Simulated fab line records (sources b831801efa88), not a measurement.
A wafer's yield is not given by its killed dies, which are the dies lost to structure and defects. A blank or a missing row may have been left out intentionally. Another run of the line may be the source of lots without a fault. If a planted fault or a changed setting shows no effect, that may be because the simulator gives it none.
Chamber matching || flow gf180mcu || GF_V5_CVD_02 on pecvd-04 has 3 sister chambers
The step deposits SiO2 from TEOS, target thk 1450 nm, time 163.28 s. 6 wafers are shown with their chamber, then 12 later ones without.

## EACH WAFER AND ITS CHAMBER
{"wafer": "L092.1", "chamber": 0, "heaterPowerW (W)": 549}
{"wafer": "L092.2", "chamber": 1, "heaterPowerW (W)": 445}
{"wafer": "L092.3", "chamber": 2, "heaterPowerW (W)": 656}
{"wafer": "L092.4", "chamber": 2, "heaterPowerW (W)": 556}
{"wafer": "L092.5", "chamber": 0, "heaterPowerW (W)": 629}
{"wafer": "L092.6", "chamber": 1, "heaterPowerW (W)": 527}

## WAFERS WITH NO CHAMBER GIVEN
{"wafer": "L093.2", "heaterPowerW (W)": 473}
{"wafer": "L093.3", "heaterPowerW (W)": 631}
{"wafer": "L093.5", "heaterPowerW (W)": 527}
{"wafer": "L096.1", "heaterPowerW (W)": 709}
{"wafer": "L096.2", "heaterPowerW (W)": 576}
{"wafer": "L096.3", "heaterPowerW (W)": 545}
{"wafer": "L096.4", "heaterPowerW (W)": 649}
{"wafer": "L096.5", "heaterPowerW (W)": 430}
{"wafer": "L096.6", "heaterPowerW (W)": 566}
{"wafer": "L097.2", "heaterPowerW (W)": 601}
{"wafer": "L097.3", "heaterPowerW (W)": 665}
{"wafer": "L097.4", "heaterPowerW (W)": 530}

## CHAMBER TAKEN BY EACH
{"wafer": "L093.2", "from the rows above": "can't be placed: 1 or 0 or 2", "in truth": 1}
{"wafer": "L093.3", "from the rows above": "can't be placed: 2 or 0 or 1", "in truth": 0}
{"wafer": "L093.5", "from the rows above": "can't be placed: 1 or 0 or 2", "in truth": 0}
{"wafer": "L096.1", "from the rows above": "can't be placed: 2 or 0 or 1", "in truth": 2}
{"wafer": "L096.2", "from the rows above": "can't be placed: 0 or 2 or 1", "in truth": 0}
{"wafer": "L096.3", "from the rows above": "can't be placed: 0 or 1 or 2", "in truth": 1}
{"wafer": "L096.4", "from the rows above": "can't be placed: 2 or 0 or 1", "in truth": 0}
{"wafer": "L096.5", "from the rows above": "can't be placed: 1 or 0 or 2", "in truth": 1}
{"wafer": "L096.6", "from the rows above": "can't be placed: 0 or 2 or 1", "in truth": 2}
{"wafer": "L097.2", "from the rows above": "can't be placed: 2 or 0 or 1", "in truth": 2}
{"wafer": "L097.3", "from the rows above": "can't be placed: 2 or 0 or 1", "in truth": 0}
{"wafer": "L097.4", "from the rows above": "can't be placed: 1 or 0 or 2", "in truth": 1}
0 of 12 placed correctly. Cannot be placed on the basis of these rows: 12; the candidates contain the true chamber in 12. Placed wrongly: 0.
How it was worked out, from the rows above alone: a wafer's distance from a chamber is the root of the sum, over the readings, of the square of ((its reading less the chamber's mean) divided by the reading's scatter). If the next closest chamber is less than 2 further off than the closest, the wafer can't be placed; otherwise it belongs to the closest. Each chamber's mean is taken over the wafers shown for it. The scatter: the root of (the sum of the squares of (reading less its chamber's mean) over the shown wafers, divided by (wafers less chambers)).
